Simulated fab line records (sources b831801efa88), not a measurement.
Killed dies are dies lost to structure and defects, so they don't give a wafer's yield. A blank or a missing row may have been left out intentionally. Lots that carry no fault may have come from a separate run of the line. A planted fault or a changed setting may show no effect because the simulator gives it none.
One fault through the eyes of 2 desks    flow sky130    each desk has only its own numbers; what lay behind them comes last

== AT THE TOOL OWNER'S DESK: lithoTrack-03 ==
The tool's own readings at SKY_SONOS_ONO_SOFTBAKE_09 (time 60 s): means of the sampled wafers that have a number, for each lot that ran on this tool. A lot is out of limits, marked OUT, if its mean lies more than 4 standard deviations from the usual mean; the brackets give that distance.
Columns: A = heaterPowerTotalW at SKY_SONOS_ONO_SOFTBAKE_09, usual 56.59 W; B = runLengthS at SKY_SONOS_ONO_SOFTBAKE_09, usual 89.17 s
lot   first seen here  A                        B
L593  day 12 08:07     56.57                    89.18
L595  day 13 05:04     56.59                    89.05
L596  day 13 12:23     56.57                    89.14
L598  day 14 08:07     56.58                    89.17
L601  day 15 08:01     56.57                    89.18
L604  day 16 04:37     56.64                    89.17
L605  day 16 12:01     56.58                    89.16
L610  day 18 02:49     61.58 (+99 or more) OUT  75.62 (-99 or more) OUT
L612  day 19 00:01     61.61 (+99 or more) OUT  75.62 (-99 or more) OUT
This desk's finding: out of limits on L610, L612; first on L610, day 18 02:49 (heaterPowerTotalW at SKY_SONOS_ONO_SOFTBAKE_09). L593, L595, L596, L598, L601, L604, L605: within limits.

== FROM THE METROLOGY DESK ==
Lot by lot, what the gauges showed, no matter which tool ran the lot: averages of those sampled wafers that carry a number. A lot is out of limits, marked OUT, if its mean lies more than 4 standard deviations from the usual mean; the brackets give that distance.
Columns: A = VT_ADJUST_LVTN_TW at SKY_VT_ADJUST_LVTN_TW_MEAS_10, usual 240.9; B = cdNm at SKY_VT_ADJUST_HVTR_CD_MEAS_07, usual 380.4 nm; C = VT_ADJUST_HVTR_TW at SKY_VT_ADJUST_HVTR_TW_MEAS_11, usual 212.1
lot   first seen here  A      B      C
L592  day 6 17:59      241.8  379.8  209.8
L593  day 6 23:23      239.2  381.3  210.7
L594  day 7 12:00      239.6  380.6  210.7
L595  day 7 17:47      239.6  379.9  209.3
L596  day 7 22:57      241.6  382.2  217.0
L597  day 8 04:39      241.2  382.6  217.9
L598  day 8 14:49      241.1  382.2  210.3
L599  day 8 22:45      241.6  378.7  216.1
L600  day 9 03:13      241.0  379.8  210.3
L601  day 9 11:27      239.9  382.6  214.4
L604  day 10 04:45     240.8  373.8  215.3
L605  day 10 11:38     240.1  377.9  209.5
L610  day 11 17:42     242.1  379.5  215.8
L612  day 12 09:08     242.3  377.8  209.6
This desk's finding: nothing out of limits on any of the 14 lots.

== TAKEN TOGETHER ==
The tool owner's desk could have raised an alarm at day 18 02:49, on L610, L612.
Nothing out of limits was seen by the metrology desk.
The metrology desk has L610, L612 on record, within its limits.
On lithoTrack-03, each named lot ran SKY_SONOS_ONO_SOFTBAKE_09.

== WHAT HAD BEEN PUT IN BY THE SIMULATOR ==
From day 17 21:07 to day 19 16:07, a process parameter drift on lithoTrack-03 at SKY_SONOS_ONO_SOFTBAKE_09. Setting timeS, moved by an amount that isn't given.
Struck lots among those shown: L610, L612.
Hours from the fault's start to each desk's first reading out of limits: the tool owner's desk, 6.
